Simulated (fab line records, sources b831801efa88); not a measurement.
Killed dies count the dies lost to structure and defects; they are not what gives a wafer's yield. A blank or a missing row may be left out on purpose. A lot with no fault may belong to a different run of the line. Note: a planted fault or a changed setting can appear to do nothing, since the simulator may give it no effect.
fab line records	flow sky130
record lots=12	wafers=35	last_day=49
route steps=708 shown SONOS_TUNNEL@166 SONOS_ONO@169 LDD_LDN@298 SD_N@349 PAD_OPEN@708
lots that met no fault: from a run of the same line without faults
start_h: the number of hours between the record's first day and the start of the first shown wafer of the lot	wait_h: how many hours have passed since the lot's step before this one	" unchanged from the row above	L1.1+2: a single row standing in for several wafers	- no value present, or no start provided	* or withheld: withheld	< > ~ a bound
route shown NAME@n: a module of which the file shows steps, and the number in the route of the first	usual: mean/standard deviation taken from wafers without a fault	same: alike in all rows	chamber/n: place in a boat	sites: each site's reading	_std_site: the values' standard deviation	_edge_site: inner sites' mean taken away from outer sites' mean	radius_mm: how far each site lies from the wafer's centre	mask NAME#n: copy n	behind: the most recent tool/chamber to have shaped the wafer	hold: why the lot went on hold/how many hours it stayed there/how the hold came to an end	device: whichever transistor did not switch (one of n, p or np)	end of line: the tests these same wafers got at the end of their route	where a step has no rows: the recipe by itself	killed: at the first sort, the dies lost to defects and structure; wafer yield is something else	map: dies across one wafer; x = killed, . = not, _ = none there
set.NAME: the setting the step ran with; set.NAME@STEP: the setting that earlier step ran with	model.NAME: the simulator's own value behind a step, which no gauge read
route steps across a sampled set of lots; one table per step, one row per wafer
services: when a tool's chamber went out of use (start_h, in hours from the record's first day, below 0 if earlier), for how many hours, and the reason
## steps
# step SKY_SONOS_TUNNEL_TW_MEAS_12
# usual SONOS_TUNNEL_TW=198.7/1.8
lot.wafer	tool	chamber	start_h	wait_h	SONOS_TUNNEL_TW
L150.1	film_metro-02	-	264.12	0.0	197.1
L150.3	"	-	"	"	197.0
L150.6	"	-	"	"	196.7
L152.2	film_metro-03	-	281.14	0.0	198.0
L152.3	"	-	"	"	199.0
L152.4	"	-	"	"	198.0
L153.2	film_metro-02	-	287.00	0.0	197.3
L153.3	"	-	"	"	195.7
L153.6	"	-	"	"	197.6
L154.1	film_metro-03	-	298.79	0.0	198.8
L154.2	"	-	"	"	198.8
L154.5	"	-	"	"	199.7
L155.3	film_metro-03	-	303.87	0.0	199.2
L155.4	"	-	"	"	199.4
L155.5	"	-	"	"	199.3
L156.1	film_metro-01	-	309.65	0.0	197.8
L156.3	"	-	"	"	199.0
L156.4	"	-	"	"	199.3
L157.2	film_metro-02	-	320.19	0.0	196.0
L157.4	"	-	"	"	196.8
L157.6	"	-	"	"	196.4
L158.2	film_metro-03	-	330.18	0.0	199.9
L158.3	"	-	"	"	199.7
L158.5	"	-	"	"	201.6
L159.2	film_metro-02	-	336.04	0.0	194.7
L159.4	"	-	"	"	195.6
L159.5	"	-	"	"	194.7
L160.2	film_metro-01	-	344.00	0.0	200.7
L160.3	"	-	"	"	200.4
L160.6	"	-	"	"	201.5
L162.1	film_metro-03	-	362.17	0.0	199.5
L162.2	"	-	"	"	199.8
L162.6	"	-	"	"	198.8
L169.1	film_metro-03	-	412.98	0.0	200.7
L169.2	"	-	"	"	200.4
# step SKY_SONOS_ONO_THK_MEAS_01
# recipe reads=SiO2_of_SONOS_ONO_OXIDATION_00
# usual SONOS_ONO_OXIDATION_THK=2.61/0.061
lot.wafer	tool	chamber	start_h	wait_h	SONOS_ONO_OXIDATION_THK[nm]
L150.1	film_metro-03	-	266.85	0.0	2.66
L150.3	"	-	"	"	2.69
L150.6	"	-	"	"	2.71
L152.2	film_metro-01	-	284.39	0.0	2.55
L152.3	"	-	"	"	2.57
L152.4	"	-	"	"	2.55
L153.2	film_metro-03	-	291.27	0.0	2.61
L153.3	"	-	"	"	2.63
L153.6	"	-	"	"	2.66
L154.1	film_metro-04	-	300.21	0.0	2.61
L154.2	"	-	"	"	2.66
L154.5	"	-	"	"	2.56
L155.3	film_metro-01	-	306.80	0.0	2.67
L155.4	"	-	"	"	2.70
L155.5	"	-	"	"	2.54
L156.1	film_metro-03	-	311.07	0.0	2.58
L156.3	"	-	"	"	2.62
L156.4	"	-	"	"	2.57
L157.2	film_metro-03	-	322.28	0.0	2.49
L157.4	"	-	"	"	2.64
L157.6	"	-	"	"	2.71
L158.2	film_metro-01	-	334.02	0.0	2.55
L158.3	"	-	"	"	2.49
L158.5	"	-	"	"	2.52
L159.2	film_metro-04	-	337.46	0.0	2.66
L159.4	"	-	"	"	2.61
L159.5	"	-	"	"	2.60
L160.2	film_metro-03	-	346.98	0.0	2.55
L160.3	"	-	"	"	2.60
L160.6	"	-	"	"	2.72
L162.1	film_metro-03	-	363.59	0.0	2.62
L162.2	"	-	"	"	2.65
L162.6	"	-	"	"	2.56
L169.1	film_metro-03	-	414.40	0.0	2.66
L169.2	"	-	"	"	2.66
# step SKY_LDD_LDN_IMPLANT_09
# recipe species=As	energy_kev=15	dose_cm2=1.25e+13	tilt_deg=withheld	rotation_deg=113
# usual beam_energy_keV=15.001/0.0045
lot.wafer	tool	chamber	start_h	wait_h	beam_energy_keV
L150.1	implanter-02	0	539.33	0.1	14.995
L150.3	"	0	"	"	14.993
L150.6	"	0	"	"	15.000
L152.2	implanter-02	0	558.75	0.1	14.995
L152.3	"	0	"	"	14.998
L152.4	"	0	"	"	15.005
L153.2	implanter-02	0	570.82	0.1	15.007
L153.3	"	0	"	"	15.004
L153.6	"	0	"	"	15.005
L154.1	implanter-01	0	582.19	0.1	15.000
L154.2	"	0	"	"	15.001
L154.5	"	0	"	"	15.000
L155.3	implanter-04	0	589.63	0.1	14.992
L155.4	"	0	"	"	15.000
L155.5	"	0	"	"	14.992
L156.1	implanter-04	0	593.58	0.1	15.002
L156.3	"	0	"	"	15.006
L156.4	"	0	"	"	15.001
L157.2	implanter-01	0	607.22	0.1	15.001
L157.4	"	0	"	"	15.006
L157.6	"	0	"	"	15.000
L158.2	implanter-01	0	617.96	0.1	14.995
L158.3	"	0	"	"	15.003
L158.5	"	0	"	"	15.000
L159.2	implanter-01	0	624.16	0.1	15.000
L159.4	"	0	"	"	15.007
L159.5	"	0	"	"	15.010
L160.2	implanter-04	0	629.86	0.1	15.003
L160.3	"	0	"	"	15.006
L160.6	"	0	"	"	15.003
L162.1	implanter-02	0	652.63	0.1	14.998
L162.2	"	0	"	"	14.994
L162.6	"	0	"	"	14.993
L169.1	implanter-02	0	693.14	0.1	15.000
L169.2	"	0	"	"	14.998
# step SKY_SD_N_CD_MEAS_07
# recipe target_cd_nm=380
# usual cd_nm=379.8/2.4
lot.wafer	tool	chamber	start_h	wait_h	hold	cd_nm
L150.1	cd_sem-01	-	657.56	0.1	-	380.0
L150.3	"	-	"	"	-	379.5
L150.6	"	-	"	"	-	380.1
L152.2	cd_sem-01	-	678.68	0.1	-	382.2
L152.3	"	-	"	"	-	379.9
L152.4	"	-	"	"	-	381.2
L153.2	cd_sem-01	-	687.42	0.1	-	375.6
L153.3	"	-	"	"	-	378.0
L153.6	"	-	"	"	-	376.0
L154.1	cd_sem-01	-	698.88	0.2	-	381.6
L154.2	"	-	"	"	-	381.6
L154.5	"	-	"	"	-	381.5
L155.3	cd_sem-01	-	705.73	0.1	-	380.3
L155.4	"	-	"	"	-	381.5
L155.5	"	-	"	"	-	379.7
L156.1	cd_sem-01	-	709.54	0.1	-	377.1
L156.3	"	-	"	"	-	377.8
L156.4	"	-	"	"	-	379.2
L157.2	cd_sem-02	-	722.47	0.1	-	381.2
L157.4	"	-	"	"	-	380.8
L157.6	"	-	"	"	-	381.8
L158.2	cd_sem-01	-	731.78	0.1	-	378.1
L158.3	"	-	"	"	-	378.1
L158.5	"	-	"	"	-	375.3
L159.2	cd_sem-02	-	737.93	0.1	-	377.4
L159.4	"	-	"	"	-	377.5
L159.5	"	-	"	"	-	378.9
L160.2	cd_sem-02	-	744.23	0.1	-	383.3
L160.3	"	-	"	"	-	379.5
L160.6	"	-	"	"	-	379.8
L162.1	cd_sem-02	-	766.45	0.1	-	378.6
L162.2	"	-	"	"	-	381.1
L162.6	"	-	"	"	-	378.7
L169.1	cd_sem-02	-	804.90	0.1	await_dispo/0.2h/release	380.8
L169.2	"	-	"	"	await_dispo/0.2h/release	379.9
L169.1	cd_sem-02	-	805.18	0.3	-	380.3
L169.2	"	-	"	"	-	379.8
# step SKY_SD_N_OVL_MEAS_08
# usual SD_N_OVL=0.0/1.4
lot.wafer	tool	chamber	start_h	wait_h	hold	SD_N_OVL[nm]
L150.1	overlay-01	-	657.68	0.1	-	0.5
L150.3	"	-	"	"	-	1.0
L150.6	"	-	"	"	-	-0.4
L152.2	overlay-01	-	678.78	0.1	-	2.3
L152.3	"	-	"	"	-	3.0
L152.4	"	-	"	"	-	2.3
L153.2	overlay-02	-	687.52	0.1	-	-0.3
L153.3	"	-	"	"	-	0.4
L153.6	"	-	"	"	-	0.0
L154.1	overlay-02	-	699.00	0.1	-	-0.2
L154.2	"	-	"	"	-	-1.0
L154.5	"	-	"	"	-	-1.7
L155.3	overlay-01	-	705.82	0.1	-	1.4
L155.4	"	-	"	"	-	0.4
L155.5	"	-	"	"	-	-0.6
L156.1	overlay-01	-	709.66	0.1	-	0.1
L156.3	"	-	"	"	-	0.8
L156.4	"	-	"	"	-	1.9
L157.2	overlay-02	-	722.57	0.1	-	1.2
L157.4	"	-	"	"	-	1.9
L157.6	"	-	"	"	-	1.1
L158.2	overlay-01	-	731.88	0.1	-	1.7
L158.3	"	-	"	"	-	1.3
L158.5	"	-	"	"	-	1.4
L159.2	overlay-02	-	738.03	0.1	-	0.9
L159.4	"	-	"	"	-	-0.4
L159.5	"	-	"	"	-	1.5
L160.2	overlay-01	-	744.33	0.1	-	-1.2
L160.3	"	-	"	"	-	-0.4
L160.6	"	-	"	"	-	-1.2
L162.1	overlay-02	-	766.57	0.1	-	1.0
L162.2	"	-	"	"	-	1.4
L162.6	"	-	"	"	-	1.1
L169.1	overlay-01	-	807.65	2.5	await_dispo/2.4h/release	1.0
L169.2	"	-	"	"	await_dispo/2.4h/release	0.1
# step SKY_SD_N_STRIP_11
# recipe chemistry=O2/N2	power_w=1400	pressure_mtorr=1500	platen_temp_c=withheld	o2_flow_sccm=3000	n2_flow_sccm=300	overash_fraction=0.5
# usual drypump_motor_current_A=6.19/0.22	oes_product_au=0.527/0.0048	strip_time_to_endpoint_s=22.56/0.053
lot.wafer	tool	chamber	start_h	wait_h	drypump_motor_current_A	oes_product_au	rf_hours_counter_h	strip_time_to_endpoint_s
L150.1	plasma_asher-01	0	658.01	0.1	5.78	0.523	85	22.57
L150.3	"	0	"	"	5.81	0.530	-	22.61
L150.6	"	0	"	"	5.84	0.530	-	22.63
L152.2	plasma_asher-04	0	679.11	0.1	6.35	0.530	56	22.59
L152.3	"	0	"	"	6.33	0.531	-	22.56
L152.4	"	1	"	"	6.23	0.524	-	22.52
L153.2	plasma_asher-04	1	687.85	0.1	6.22	0.533	57	22.60
L153.3	"	0	"	"	6.36	0.533	-	22.61
L153.6	"	0	"	"	6.35	0.525	-	22.58
L154.1	plasma_asher-03	0	699.33	0.1	5.96	0.527	27	22.58
L154.2	"	1	"	"	6.13	0.520	27	22.60
L154.5	"	0	"	"	5.98	0.529	-	22.60
L155.3	plasma_asher-04	0	706.18	0.1	6.34	0.531	-	22.55
L155.4	"	1	"	"	6.25	0.533	-	22.55
L155.5	"	1	"	"	6.25	0.524	-	22.52
L156.1	plasma_asher-01	1	710.00	0.1	6.39	0.530	91	22.52
L156.3	"	0	"	"	5.81	0.526	-	22.56
L156.4	"	1	"	"	6.37	0.534	-	22.58
L157.2	plasma_asher-04	1	722.90	0.1	6.24	0.529	60	22.49
L157.4	"	0	"	"	6.35	0.527	-	22.51
L157.6	"	0	"	"	6.37	0.523	-	22.54
L158.2	plasma_asher-01	1	732.21	0.1	6.37	0.522	93	22.51
L158.3	"	1	"	"	6.36	0.525	-	22.56
L158.5	"	0	"	"	5.83	0.523	-	22.55
L159.2	plasma_asher-01	0	738.36	0.1	5.85	0.526	93	22.54
L159.4	"	0	"	"	5.86	0.520	-	22.51
L159.5	"	0	"	"	5.83	0.518	-	22.54
L160.2	plasma_asher-01	0	744.66	0.1	5.85	0.527	94	22.51
L160.3	"	0	"	"	5.83	0.533	-	22.52
L160.6	"	0	"	"	5.83	0.525	-	22.53
L162.1	plasma_asher-04	1	766.90	0.1	6.22	0.529	65	22.56
L162.2	"	0	"	"	6.34	0.527	65	22.57
L162.6	"	0	"	"	6.39	0.519	-	22.57
L169.1	plasma_asher-01	1	807.99	0.1	6.39	0.519	101	22.53
L169.2	"	0	"	"	5.81	0.524	101	22.54
# step SKY_PAD_OPEN_PROBE_99
# usual killed_at_M0_to_M3=44/6.8	killed_at_M4_up=3.2/1.7	killed_at_contacts=24/4.9	killed_at_front_end=14/4.1	killed_at_other=0.2/0.51	killed_dies=85/8.7	killed_open=46/6.8	killed_short=39/6.1
# same gross_dies=492	killed_at_back_side=0
lot.wafer	tool	chamber	start_h	wait_h	hold	killed_at_M0_to_M3	killed_at_M4_up	killed_at_contacts	killed_at_front_end	killed_at_other	killed_dies	killed_open	killed_short
L150.1	prober-02	-	1081.83	0.1	-	39	2	23	12	0	76	42	34
L150.3	prober-02	-	1081.93	0.2	-	31	5	33	10	0	79	42	37
L150.6	prober-02	-	1082.08	0.2	-	47	2	23	17	0	89	45	44
L152.2	prober-02	-	1098.64	0.1	-	34	4	28	12	0	78	42	36
L152.3	prober-02	-	1098.69	0.2	-	40	2	24	18	0	84	39	45
L152.4	prober-02	-	1098.74	0.2	-	54	5	27	20	1	107	64	43
L153.2	prober-01	-	1104.54	0.1	-	62	4	23	8	1	98	60	38
L153.3	prober-01	-	1104.59	0.2	-	51	1	26	9	1	88	50	38
L153.6	prober-01	-	1104.74	0.2	-	43	3	19	13	0	78	36	42
L154.1	prober-02	-	1109.37	0.1	-	54	4	23	9	0	90	46	44
L154.2	prober-02	-	1109.42	0.1	-	43	3	27	27	0	100	56	44
L154.5	prober-02	-	1109.57	0.2	-	42	2	32	14	0	90	48	42
L155.3	prober-01	-	1115.62	0.2	-	47	4	19	18	0	88	46	42
L155.4	prober-01	-	1115.67	0.2	-	29	2	21	14	0	66	37	29
L155.5	prober-01	-	1115.72	0.2	-	50	3	18	10	0	81	55	26
L156.1	prober-02	-	1129.93	0.1	-	47	5	24	10	0	86	56	30
L156.3	prober-02	-	1130.03	0.2	-	45	3	21	14	2	85	37	48
L156.4	prober-02	-	1130.08	0.2	-	46	4	15	15	0	80	47	33
L157.2	prober-01	-	1131.59	0.1	-	39	3	27	13	0	82	43	39
L157.4	prober-01	-	1131.69	0.2	-	29	2	19	12	0	62	38	24
L157.6	prober-01	-	1131.79	0.2	-	39	3	23	9	0	74	38	36
L158.2	prober-02	-	1137.76	0.1	-	41	7	20	8	0	76	42	34
L158.3	prober-02	-	1137.81	0.2	-	50	2	19	12	0	83	53	30
L158.5	prober-02	-	1137.91	0.2	-	43	2	33	15	0	93	54	39
L159.2	prober-01	-	1142.62	0.1	-	50	2	22	10	1	85	47	38
L159.4	prober-01	-	1142.72	0.2	-	46	4	25	13	0	88	47	41
L159.5	prober-01	-	1142.77	0.2	-	42	2	24	12	0	80	41	39
L160.2	prober-02	-	1144.71	0.1	-	51	6	28	9	1	95	54	41
L160.3	prober-02	-	1144.76	0.2	-	40	2	22	17	0	81	44	37
L160.6	prober-02	-	1144.91	0.2	-	41	4	20	14	1	80	53	27
L162.1	prober-02	-	1168.22	0.1	-	49	5	27	23	0	104	53	51
L162.2	prober-02	-	1168.27	0.1	-	48	4	30	13	0	95	46	49
L162.6	prober-02	-	1168.47	0.2	-	48	4	27	18	0	97	51	46
L169.1	prober-01	-	1185.36	0.1	await_dispo/2.3h/release	46	3	21	15	0	85	53	32
L169.2	prober-01	-	1185.41	0.1	await_dispo/2.3h/release	47	2	26	18	0	93	56	37
# killed by level:class
L150.1 VIA2:geometric_particle:open=9 CONTACT:geometric_particle:open=7 VIA1:geometric_particle:open=7 LOCAL_INTERCONNECT:geometric_particle:short=6 VIA2:geometric_particle:short=6 VIA3:geometric_particle:open=5 LI_CONTACT:geometric_particle:open=5 FIELD_ISO:geometric_particle:short=4
L150.3 CONTACT:geometric_particle:open=14 VIA1:geometric_particle:open=10 CONTACT:geometric_particle:short=7 LOCAL_INTERCONNECT:geometric_particle:short=5 METAL2:geometric_particle:short=5 FIELD_ISO:geometric_particle:open=4 LI_CONTACT:geometric_particle:open=4 METAL1:geometric_particle:short=3
L150.6 VIA2:geometric_particle:open=10 METAL3:geometric_particle:short=7 VIA1:geometric_particle:open=6 CONTACT:geometric_particle:open=6 METAL1:geometric_particle:short=6 VIA3:geometric_particle:open=6 CONTACT:geometric_particle:short=5 FIELD_ISO:geometric_particle:open=4
L152.2 LI_CONTACT:geometric_particle:open=12 VIA1:geometric_particle:open=6 LOCAL_INTERCONNECT:geometric_particle:short=5 CONTACT:geometric_particle:open=5 VIA2:geometric_particle:short=5 VIA2:geometric_particle:open=5 FIELD_ISO:geometric_particle:short=4 VIA1:geometric_particle:short=4
L152.3 CONTACT:geometric_particle:open=9 FIELD_ISO:geometric_particle:open=5 LI_CONTACT:geometric_particle:open=5 CONTACT:geometric_particle:short=5 METAL1:geometric_particle:short=5 VIA1:geometric_particle:short=5 VIA1:geometric_particle:open=5 METAL2:geometric_particle:short=5
L152.4 VIA3:geometric_particle:open=11 CONTACT:geometric_particle:open=11 VIA1:geometric_particle:open=10 VIA2:geometric_particle:open=9 VIA1:geometric_particle:short=8 FIELD_ISO:geometric_particle:open=7 LI_CONTACT:geometric_particle:open=7 METAL2:geometric_particle:short=7
L153.2 VIA1:geometric_particle:open=14 VIA3:geometric_particle:open=11 LI_CONTACT:geometric_particle:open=9 VIA2:geometric_particle:open=9 METAL1:geometric_particle:short=8 CONTACT:geometric_particle:open=7 VIA3:geometric_particle:short=5 FIELD_ISO:geometric_particle:short=3
L153.3 VIA1:geometric_particle:open=16 CONTACT:geometric_particle:open=10 METAL1:geometric_particle:short=7 CONTACT:geometric_particle:short=6 METAL2:geometric_particle:short=6 VIA3:geometric_particle:open=6 LI_CONTACT:geometric_particle:short=5 VIA2:geometric_particle:short=4
L153.6 METAL1:geometric_particle:short=6 VIA3:geometric_particle:short=5 LI_CONTACT:geometric_particle:short=5 LI_CONTACT:geometric_particle:open=5 CONTACT:geometric_particle:open=5 VIA1:geometric_particle:short=5 VIA3:geometric_particle:open=5 METAL2:geometric_particle:short=5
L154.1 METAL1:geometric_particle:short=8 VIA3:geometric_particle:open=8 CONTACT:geometric_particle:open=8 METAL2:geometric_particle:short=8 LI_CONTACT:geometric_particle:open=7 VIA1:geometric_particle:short=6 VIA1:geometric_particle:open=6 METAL1:geometric_particle:open=4
L154.2 VIA1:geometric_particle:open=19 CONTACT:geometric_particle:open=8 LOCAL_INTERCONNECT:geometric_particle:short=7 FIELD_ISO:geometric_particle:open=6 SPACER:geometric_particle:short=6 LI_CONTACT:geometric_particle:open=6 FIELD_ISO:geometric_particle:short=5 VIA2:geometric_particle:open=5
L154.5 CONTACT:geometric_particle:open=19 VIA1:geometric_particle:open=10 METAL2:geometric_particle:short=7 VIA1:geometric_particle:short=5 VIA3:geometric_particle:open=5 POLY_GATE:geometric_particle:short=4 LI_CONTACT:geometric_particle:short=4 CONTACT:geometric_particle:short=4
L155.3 METAL1:geometric_particle:short=9 CONTACT:geometric_particle:open=7 METAL2:geometric_particle:short=6 VIA1:geometric_particle:open=6 VIA2:geometric_particle:open=6 VIA3:geometric_particle:open=6 LI_CONTACT:geometric_particle:open=5 FIELD_ISO:geometric_particle:open=4
L155.4 CONTACT:geometric_particle:open=8 METAL1:geometric_particle:short=6 LOCAL_INTERCONNECT:geometric_particle:short=5 VIA3:geometric_particle:open=5 FIELD_ISO:geometric_particle:open=4 LI_CONTACT:geometric_particle:open=4 VIA1:geometric_particle:short=4 VIA1:geometric_particle:open=4
L155.5 VIA1:geometric_particle:open=12 VIA3:geometric_particle:open=10 VIA2:geometric_particle:open=8 CONTACT:geometric_particle:open=8 LOCAL_INTERCONNECT:geometric_particle:short=5 POLY_GATE:geometric_particle:open=4 METAL2:geometric_particle:short=4 LI_CONTACT:geometric_particle:open=3
L156.1 CONTACT:geometric_particle:open=14 VIA1:geometric_particle:open=10 VIA2:geometric_particle:open=10 VIA1:geometric_particle:short=7 VIA3:geometric_particle:open=5 FIELD_ISO:geometric_particle:short=4 LI_CONTACT:geometric_particle:open=4 METAL2:geometric_particle:short=4
L156.3 VIA1:geometric_particle:open=11 FIELD_ISO:geometric_particle:short=7 CONTACT:geometric_particle:short=7 LI_CONTACT:geometric_particle:open=6 CONTACT:geometric_particle:open=6 METAL2:geometric_particle:short=6 METAL3:geometric_particle:short=6 VIA3:geometric_particle:open=6
L156.4 VIA1:geometric_particle:open=16 POLY_GATE:geometric_particle:short=6 CONTACT:geometric_particle:open=6 VIA2:geometric_particle:open=6 VIA3:geometric_particle:open=5 VIA1:geometric_particle:short=5 FIELD_ISO:geometric_particle:open=4 VIA2:geometric_particle:short=4
L157.2 CONTACT:geometric_particle:open=10 VIA2:geometric_particle:open=8 VIA1:geometric_particle:open=6 FIELD_ISO:geometric_particle:open=5 VIA3:geometric_particle:open=5 LOCAL_INTERCONNECT:geometric_particle:short=5 CONTACT:geometric_particle:short=5 LI_CONTACT:geometric_particle:open=4
L157.4 VIA3:geometric_particle:open=8 METAL2:geometric_particle:short=6 LI_CONTACT:geometric_particle:open=5 CONTACT:geometric_particle:open=5 VIA2:geometric_particle:open=4 POLY_GATE:geometric_particle:open=3 LI_CONTACT:geometric_particle:short=3 VIA1:geometric_particle:open=3
L157.6 VIA1:geometric_particle:open=11 CONTACT:geometric_particle:open=9 METAL2:geometric_particle:short=6 LI_CONTACT:geometric_particle:open=5 VIA1:geometric_particle:short=5 POLY_GATE:geometric_particle:open=4 LI_CONTACT:geometric_particle:short=4 CONTACT:geometric_particle:short=4
L158.2 CONTACT:geometric_particle:open=8 VIA1:geometric_particle:open=8 METAL2:geometric_particle:short=7 FIELD_ISO:geometric_particle:open=6 METAL1:geometric_particle:short=6 VIA3:geometric_particle:open=6 METAL4:geometric_particle:short=5 METAL3:geometric_particle:short=5
L158.3 VIA2:geometric_particle:open=13 LI_CONTACT:geometric_particle:open=11 VIA1:geometric_particle:open=11 FIELD_ISO:geometric_particle:open=6 METAL2:geometric_particle:short=6 VIA3:geometric_particle:open=6 VIA1:geometric_particle:short=5 METAL1:geometric_particle:short=4
L158.5 VIA1:geometric_particle:open=13 CONTACT:geometric_particle:open=12 LI_CONTACT:geometric_particle:open=9 CONTACT:geometric_particle:short=7 POLY_GATE:geometric_particle:open=6 METAL1:geometric_particle:short=6 VIA2:geometric_particle:short=5 METAL2:geometric_particle:short=5
L159.2 VIA1:geometric_particle:open=15 CONTACT:geometric_particle:open=8 VIA3:geometric_particle:open=8 VIA1:geometric_particle:short=7 FIELD_ISO:geometric_particle:open=6 LI_CONTACT:geometric_particle:open=5 CONTACT:geometric_particle:short=4 METAL2:geometric_particle:short=4
L159.4 CONTACT:geometric_particle:open=10 VIA1:geometric_particle:short=9 LI_CONTACT:geometric_particle:open=7 VIA1:geometric_particle:open=7 VIA2:geometric_particle:open=7 LOCAL_INTERCONNECT:geometric_particle:short=6 VIA3:geometric_particle:open=5 FIELD_ISO:geometric_particle:short=4
L159.5 CONTACT:geometric_particle:open=8 VIA1:geometric_particle:open=8 VIA1:geometric_particle:short=7 LOCAL_INTERCONNECT:geometric_particle:short=6 VIA2:geometric_particle:open=6 FIELD_ISO:geometric_particle:open=5 LI_CONTACT:geometric_particle:open=4 CONTACT:geometric_particle:short=4
L160.2 VIA1:geometric_particle:open=19 LI_CONTACT:geometric_particle:open=8 CONTACT:geometric_particle:open=8 METAL1:geometric_particle:short=6 VIA2:geometric_particle:open=6 METAL2:geometric_particle:short=5 LOCAL_INTERCONNECT:geometric_particle:short=4 CONTACT:geometric_particle:short=4
L160.3 VIA1:geometric_particle:open=11 CONTACT:geometric_particle:open=9 FIELD_ISO:geometric_particle:short=6 METAL2:geometric_particle:short=6 VIA1:geometric_particle:short=5 VIA2:geometric_particle:open=5 FIELD_ISO:geometric_particle:open=4 CONTACT:geometric_particle:short=4
L160.6 VIA3:geometric_particle:open=12 CONTACT:geometric_particle:open=10 VIA1:geometric_particle:open=7 LI_CONTACT:geometric_particle:open=5 VIA2:geometric_particle:open=5 METAL1:geometric_particle:short=4 METAL2:geometric_particle:short=4 POLY_GATE:geometric_particle:open=3
L162.1 CONTACT:geometric_particle:open=12 VIA1:geometric_particle:open=10 FIELD_ISO:geometric_particle:short=9 VIA3:geometric_particle:open=7 FIELD_ISO:geometric_particle:open=6 METAL2:geometric_particle:short=6 VIA1:geometric_particle:short=6 METAL3:geometric_particle:short=6
L162.2 METAL1:geometric_particle:short=11 LI_CONTACT:geometric_particle:open=9 CONTACT:geometric_particle:open=9 VIA1:geometric_particle:open=9 METAL2:geometric_particle:short=9 CONTACT:geometric_particle:short=6 FIELD_ISO:geometric_particle:open=4 VIA2:geometric_particle:open=4
L162.6 CONTACT:geometric_particle:open=11 METAL2:geometric_particle:short=8 VIA1:geometric_particle:open=7 VIA3:geometric_particle:open=7 FIELD_ISO:geometric_particle:open=6 LI_CONTACT:geometric_particle:open=6 CONTACT:geometric_particle:short=5 METAL1:geometric_particle:short=5
L169.1 VIA1:geometric_particle:open=10 VIA2:geometric_particle:open=10 LI_CONTACT:geometric_particle:open=7 CONTACT:geometric_particle:open=7 VIA3:geometric_particle:open=6 POLY_GATE:geometric_particle:open=5 FIELD_ISO:geometric_particle:short=4 METAL2:geometric_particle:short=4
L169.2 VIA1:geometric_particle:open=12 VIA2:geometric_particle:open=9 LI_CONTACT:geometric_particle:open=8 CONTACT:geometric_particle:open=8 METAL1:geometric_particle:short=8 POLY_GATE:geometric_particle:open=7 METAL2:geometric_particle:short=7 VIA3:geometric_particle:open=6
## services
tool	chamber	start_h	hours	kind
plasma_asher-04	-	542.33	2.1	repair
implanter-02	-	559.18	7.7	pm
implanter-02	-	566.80	3.6	repair
plasma_asher-04	-	588.81	0.4	repair
implanter-01	-	641.94	2.8	repair
implanter-04	-	647.16	12.9	repair
implanter-02	-	687.41	3.1	pm
implanter-04	-	694.67	2.3	repair
implanter-01	-	698.21	2.4	repair
implanter-01	-	719.94	0.9	repair
implanter-01	-	733.09	79.8	repair
plasma_asher-03	-	757.29	3.5	repair
implanter-04	-	788.47	2.7	repair
plasma_asher-03	-	794.37	15.5	repair
plasma_asher-03	-	804.96	1.6	repair
## key
first_sign step=SKY_PAD_OPEN_PROBE_99	reading=hold	direction=added
effect none on later readings
met_at SKY_LDD_LDN_IMPLANT_09
struck_lots L169
struck_wafers L169.1
tester_left_out L169
not_acting_at SKY_SONOS_TUNNEL_TW_MEAS_12,SKY_SONOS_ONO_THK_MEAS_01,SKY_SD_N_STRIP_11
onset_between 652.63 693.14
fault kind=process_parameter_drift	tool=implanter-02	chamber=-	onset_h=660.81	steps=SKY_LDD_LDN_IMPLANT_09	channel=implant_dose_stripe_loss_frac	offset=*	shape=step	end_h=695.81	scope=struck_wafers_only
# tester_left_out: of these lots the tester's yield and bins aren't shown, on N5 and GAA mostly nor the transistor test; their killed dies are dies lost to structure and defects alone, not to doping, threshold or leakage, so they don't give the yield
